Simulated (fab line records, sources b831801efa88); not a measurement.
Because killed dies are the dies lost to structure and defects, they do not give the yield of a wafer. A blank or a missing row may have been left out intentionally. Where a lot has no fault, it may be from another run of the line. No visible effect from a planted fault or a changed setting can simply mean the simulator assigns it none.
A struck lot beside a sound one | flow sfq_line | 15 out of 325 route steps
Sound: the wafers L114.2, L114.4, L114.5. Struck: wafers L119.3, L119.5. Last of all comes the cause.
Order at every step that has rows: each side's tool, ch and its chambers, its first start. Under that, the readings that differ: sound wafers | struck wafers | difference of the means | sigmas: that difference in standard deviations of wafers without a fault.
alike: readings whose means differ by less than 2 such deviations, and words and numbers that are the same on both sides. not compared: withheld readings, readings that some wafer has no value for, bounds like >300 that may hide the same value, and numbers for which the record gives no deviation and whose values overlap.
A row with sigmas, a row that says differs or no value, or rows on one side alone: a step with any of these is where the two part. Numbers that don't overlap but have no deviation are shown without sigmas and don't part them. Lack of a reading on every wafer of one side parts them only where that side has two or more wafers.

first, 1 step without rows for these wafers: SFQ_TRILAYER_M3_STRIP_SOLV_CLEAN_080 (cleans in NMP, time 600 s).
SFQ_TRILAYER_I3_DEP_PECVD_081: deposits SiO2 from SiH4/N2O, time 111.11 s, target thk 500 nm.
  sound on pecvd-03 ch 1,2, day 28 15:30; struck on pecvd-03 ch 0,2, day 29 22:38
  alike: heater_power_w, throttle_valve_pct
SFQ_TRILAYER_I3_CMP_CMP_082: polishes SiO2.
  sound on cmp-02 ch 0,1,3, day 29 05:24; struck on cmp-02 ch 0,3, day 30 13:54
  alike: motor_current_A, slurry_flow_ml_min, time_to_endpoint_s
SFQ_I3_BOW_MEAS_922:
  sound: film_metro-02 at day 29 07:25; struck: film_metro-03 at day 30 16:26
  alike: I3_BOW
SFQ_TRILAYER_I3_METRO_MEASURE_083:
  sound: film_metro-02 at day 29 07:43; struck: film_metro-03 at day 30 16:55
  alike: thk_nm
then, 6 steps without rows for these wafers: SFQ_TRILAYER_I3_VIA_LITHO_COAT_090 (resist thk 62 nm); SFQ_TRILAYER_I3_VIA_LITHO_COAT_085 (resist thk 650 nm); SFQ_TRILAYER_I3_VIA_LITHO_SOFTBAKE_089; SFQ_TRILAYER_I3_VIA_LITHO_EXPOSE_086 (exposes mask I3, target cd 500 nm); SFQ_TRILAYER_I3_VIA_LITHO_PEB_088 (peb time 60 s); SFQ_TRILAYER_I3_VIA_LITHO_DEVELOP_087 (time 60 s).
-- the record jumps here: 3 days lie between the struck wafers' starts before and after --
SFQ_I3_OVL_MEAS_923:
  sound: overlay-01 at day 32 08:55; struck: overlay-02 at day 33 10:07
  alike: I3_OVL
SFQ_TRILAYER_I3_VIA_BARC_OPEN_VIA_ETCH_121: etches BARC in O2, target depth 125 nm, time 41.7 s.
  sound on rie_diel-04 ch 0,2, day 32 08:56; struck on rie_diel-03 ch 1,3, day 33 10:08
  reading                                                 | sound             | struck      | difference | sigmas
  model.KrF_of_TRILAYER_I3_VIA_LITHO_COAT_085.thk_nm (nm) | 575.1 574.8 576.5 | 594.7 595.3 | +19.5      |
  alike: drypump_motor_current_A, oes_product_au
  not compared: rf_hours_counter_h
SFQ_TRILAYER_I3_VIA_ETCH_VIA_ETCH_088: etches SiO2 in CHF3, stops on Nb, target depth 260 nm.
  sound on rie_diel-04 ch 0,2, day 32 08:59; struck on rie_diel-03 ch 1,3, day 33 10:11
  reading                                                 | sound         | struck      | difference | sigmas
  model.KrF_of_TRILAYER_I3_VIA_LITHO_COAT_085.thk_nm (nm) | 529.4 529 531 | 551.1 551.2 | +21.4      |
  alike: drypump_motor_current_A, oes_product_au
SFQ_TRILAYER_I3_VIA_STRIP_STRIP_089: strips in O2.
  sound on rie_metal-04 ch 0,1, day 32 09:05; struck on rie_metal-04 ch 0, day 33 10:29
  alike: drypump_motor_current_A, oes_product_au
  not compared: rf_hours_counter_h

## WHERE THEY PART
Nowhere in this record.

WHY: the cause the simulator had injected
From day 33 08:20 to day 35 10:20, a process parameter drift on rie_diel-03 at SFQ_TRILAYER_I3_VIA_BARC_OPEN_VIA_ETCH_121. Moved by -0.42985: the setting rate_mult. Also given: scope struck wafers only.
